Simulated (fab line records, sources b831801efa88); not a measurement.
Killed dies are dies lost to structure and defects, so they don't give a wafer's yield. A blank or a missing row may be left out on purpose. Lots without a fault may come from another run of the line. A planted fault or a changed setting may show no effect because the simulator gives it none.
A struck lot beside a sound one | flow sky130 | 33 steps out of a route of 708
Sound: wafers L691.3, L691.4, L691.6. Struck: wafers L707.5, L707.6. (L707.4 of the same lot was not struck and is left out.) The cause comes at the end.
At each step with rows: each side's tool, then ch and its chambers, then its first start. Under that, the readings that differ: sound wafers | struck wafers | difference of the means | sigmas: that difference in standard deviations of wafers without a fault.
alike: readings whose means differ by less than 2 such deviations, and words and numbers that are the same on both sides. not compared: withheld readings, readings that some wafer has no value for, bounds like >300 that may hide the same value, and numbers for which the record gives no deviation and whose values overlap.
The two part at a step that has a row with sigmas, a row that says differs or no value, or rows on one side only. Numbers that don't overlap but have no deviation are shown without sigmas and don't part them. A reading that every wafer of one side lacks parts them only if that side has two wafers or more.

first, 11 steps without rows for these wafers: SKY_METAL5_SOFTBAKE_10 (time 60 s); SKY_METAL5_EXPOSE_11 (exposes mask MM5, target cd 1600 nm); SKY_METAL5_PEB_12; SKY_METAL5_DEVELOP_13 (develop time 60 s); SKY_METAL5_DESCUM_14 (chemistry O2, time 11 s); SKY_METAL5_METAL_ETCH_15 (etches the open film in Cl2/BCl3, stops on SiO2, target depth 1260 nm, time 252 s); SKY_METAL5_STRIP_16 (strips in O2/N2); SKY_METAL5_STRIP_17 (strips in post etch residue remover, time 1200 s); SKY_METAL5_CLEAN_18 (cleans in IPA, time 180 s); SKY_METAL5_CLEAN_19 (cleans in O3/DIW); SKY_PASSIVATION_CVD_00 (deposits SiO2, target thk 90 nm).
SKY_PASSIVATION_CVD_02: deposits Si3N4, target thk 540 nm.
  sound on pecvd-01 ch 0,1, day 43 14:49; struck on pecvd-01 ch 0,2, day 48 02:44
  reading                                       | sound             | struck    | difference | sigmas
  model.Si3N4_of_PASSIVATION_CVD_02.thk_nm (nm) | 543.5 548.4 549.2 | 568 568.5 | +21        |
  alike: heater_power_w
SKY_PASSIVATION_THK_MEAS_03:
  sound on film_metro-01, day 43 15:04; struck on film_metro-01, day 48 03:13
  reading                     | sound       | struck  | difference | sigmas
  PASSIVATION_CVD_02_THK (nm) | 544 548 550 | 568 568 | +21        | +3
  not compared: hold
then, 6 steps without rows for these wafers: SKY_PASSIVATION_HMDS_05 (prime time 60 s); SKY_PASSIVATION_COAT_06 (resist thk 3000 nm); SKY_PASSIVATION_SOFTBAKE_07; SKY_PASSIVATION_EXPOSE_08 (exposes mask NSM, target cd 3000 nm); SKY_PASSIVATION_PEB_09; SKY_PASSIVATION_DEVELOP_10 (develop time 60 s).
SKY_PASSIVATION_ETCH_11: etches the open film in CF4/O2, stops on AlCu, target depth 725 nm, time 161.1 s.
  sound on rie_diel-02 ch 0,1, day 44 13:03; struck on rie_diel-02 ch 2,3, day 48 22:10
  reading                                 | sound           | struck      | difference | sigmas
  model.etch.depth_nm (nm)                | 709.1 716 715.2 | 727.1 722.6 | +11.4      |
  model.PASSIVATION.feature_depth_nm (nm) | 709.1 716 715.2 | 727.1 722.6 | +11.4      |
  alike: drypump_motor_current_A, oes_product_au, throttle_valve_pct
  not compared: rf_hours_counter_h
then, 8 steps without rows for these wafers: SKY_PASSIVATION_STRIP_12 (strips in O2/N2); SKY_PAD_OPEN_DEHYDRATE_00 (time 60 s); SKY_PAD_OPEN_HMDS_01 (prime time 60 s); SKY_PAD_OPEN_COAT_02 (resist thk 3000 nm); SKY_PAD_OPEN_SOFTBAKE_03; SKY_PAD_OPEN_EXPOSE_04 (exposes mask PDM, target cd 60000 nm); SKY_PAD_OPEN_PEB_05; SKY_PAD_OPEN_DEVELOP_06 (develop time 60 s).
SKY_PAD_OPEN_ETCH_07: etches the open film in CF4/O2, stops on AlCu, target depth 725 nm, time 161.1 s.
  sound on rie_diel-01 ch 1,3, day 45 10:45; struck on rie_diel-04 ch 0,1, day 49 15:18
  reading                              | sound           | struck      | difference | sigmas
  model.etch.depth_nm (nm)             | 709.1 716 709.7 | 727.1 727.6 | +15.8      |
  model.PAD_OPEN.feature_depth_nm (nm) | 709.1 716 709.7 | 727.1 727.6 | +15.8      |
  alike: drypump_motor_current_A, oes_product_au, throttle_valve_pct
  not compared: rf_hours_counter_h
then, 1 step without rows for these wafers: SKY_PAD_OPEN_STRIP_08 (strips in O2/N2).
SKY_PAD_OPEN_STRIP_09: strips in post etch residue remover, time 1200 s.
  sound on wet_bench-02 ch 1, day 45 10:58; struck on wet_bench-03 ch 1, day 49 15:34
  reading                                       | sound           | struck      | difference | sigmas
  model.Si3N4_of_PASSIVATION_CVD_02.thk_nm (nm) | 543.2 548 548.8 | 567.6 568.2 | +21.2      |
then, 1 step without rows for these wafers: SKY_PAD_OPEN_CLEAN_10 (cleans in IPA, time 180 s).
SKY_PAD_OPEN_PROBE_99:
  sound on prober-01, day 45 13:43; struck on prober-01, day 49 17:53
  alike: defect_limited_yield, killed_at_M0_to_M3, killed_at_M4_up, killed_at_contacts, killed_at_front_end, killed_at_other, killed_dies, killed_on_rim, killed_open, killed_short, sort_bin_3_pad_short, sort_bin_5_function, sort_bin_6_memory, sort_n_pass, sort_yield_pct

WHERE THEY PART
Only at SKY_PASSIVATION_THK_MEAS_03, within this record. Later steps at which nothing parts them and some readings are alike: SKY_PASSIVATION_ETCH_11, SKY_PAD_OPEN_ETCH_07, SKY_PAD_OPEN_PROBE_99.

WHY: what the simulator had put in
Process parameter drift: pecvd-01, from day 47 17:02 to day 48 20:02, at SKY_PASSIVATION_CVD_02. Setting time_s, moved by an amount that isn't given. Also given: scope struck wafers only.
